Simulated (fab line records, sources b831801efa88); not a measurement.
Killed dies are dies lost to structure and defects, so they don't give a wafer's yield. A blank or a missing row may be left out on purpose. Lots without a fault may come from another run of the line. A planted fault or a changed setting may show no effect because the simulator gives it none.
One fault seen from 2 desks | flow gf180mcu | each desk has only its own numbers; what lay behind them comes last

THE METROLOGY DESK
What the gauges read, lot by lot, whatever tool the lot ran on: means of the sampled wafers that have a number. A lot is out of limits, marked OUT, if its mean lies more than 4 standard deviations from the usual mean; the brackets give that distance.
Columns: A = V2_W_RS at GF_V2_RS_MEAS_24, usual 0.328 ohm/sq; B = V3_W_RS at GF_V3_RS_MEAS_24, usual 0.327 ohm/sq
lot  | first seen here | A     | B
L127 | day 20 07:33    | 0.325 | 0.331
L128 | day 21 00:25    | 0.329 | 0.323
L129 | day 21 16:43    | 0.320 | 0.329
L130 | day 21 17:04    | 0.328 | 0.326
L131 | day 22 11:03    | 0.335 | 0.325
L134 | day 23 11:20    | 0.331 | 0.326
L135 | day 23 13:37    | 0.326 | 0.330
L136 | day 23 17:01    | 0.326 | 0.326
L137 | day 23 23:53    | 0.325 | 0.329
L138 | day 24 10:43    | 0.326 | 0.328
L140 | day 24 23:13    | 0.327 | 0.325
L141 | day 25 10:54    | 0.334 | 0.325
L142 | day 25 14:37    | 0.319 | 0.330
This desk's finding: nothing out of limits on any of the 13 lots.

THE TOOL OWNER'S DESK: rie_diel-04
The tool's own readings at GF_V3_ETCH_17 (etches SiO2 in C4F8/O2/Ar, stops on TiN, target depth 635 nm): means of the sampled wafers that have a number, for each lot that ran on this tool. A lot is out of limits, marked OUT, if its mean lies more than 4 standard deviations from the usual mean; the brackets give that distance.
Columns: A = bias_w at GF_V3_ETCH_17, usual 1200 W; B = chamber_pressure_mTorr at GF_V3_ETCH_17, usual 39.99 mTorr; C = oes_product_au at GF_V3_ETCH_17, usual 0.856 a.u.
lot  | first seen here | A              | B     | C
L128 | day 23 00:00    | 1202           | 39.98 | 0.855
L136 | day 25 15:00    | 1202           | 40.02 | 0.856
L137 | day 25 21:00    | 1200           | 39.98 | 0.856
L140 | day 26 20:00    | 1200           | 40.02 | 0.856
L141 | day 27 06:00    | 1239 (+11) OUT | 40.01 | 0.857
L142 | day 27 10:00    | 1237 (+10) OUT | 39.97 | 0.853
This desk's finding: out of limits on L141, L142; first on L141, day 27 06:00 (bias_w at GF_V3_ETCH_17). In limits: L128, L136, L137, L140.

PUT TOGETHER
The tool owner's desk could have raised an alarm at day 27 06:00, on L141, L142.
The metrology desk saw nothing out of limits.
The metrology desk has L141, L142 on record, within its limits.
Of the lots named, all ran GF_V3_ETCH_17 on rie_diel-04.

WHAT THE SIMULATOR HAD PUT IN
Process parameter drift: rie_diel-04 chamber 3, from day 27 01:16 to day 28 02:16, at GF_V3_ETCH_17. Setting bias_w, moved by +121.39, from 1200. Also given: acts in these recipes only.
Lots struck among those shown: L141, L142.
Hours from the fault's start to each desk's first reading out of limits: the tool owner's desk, 5.
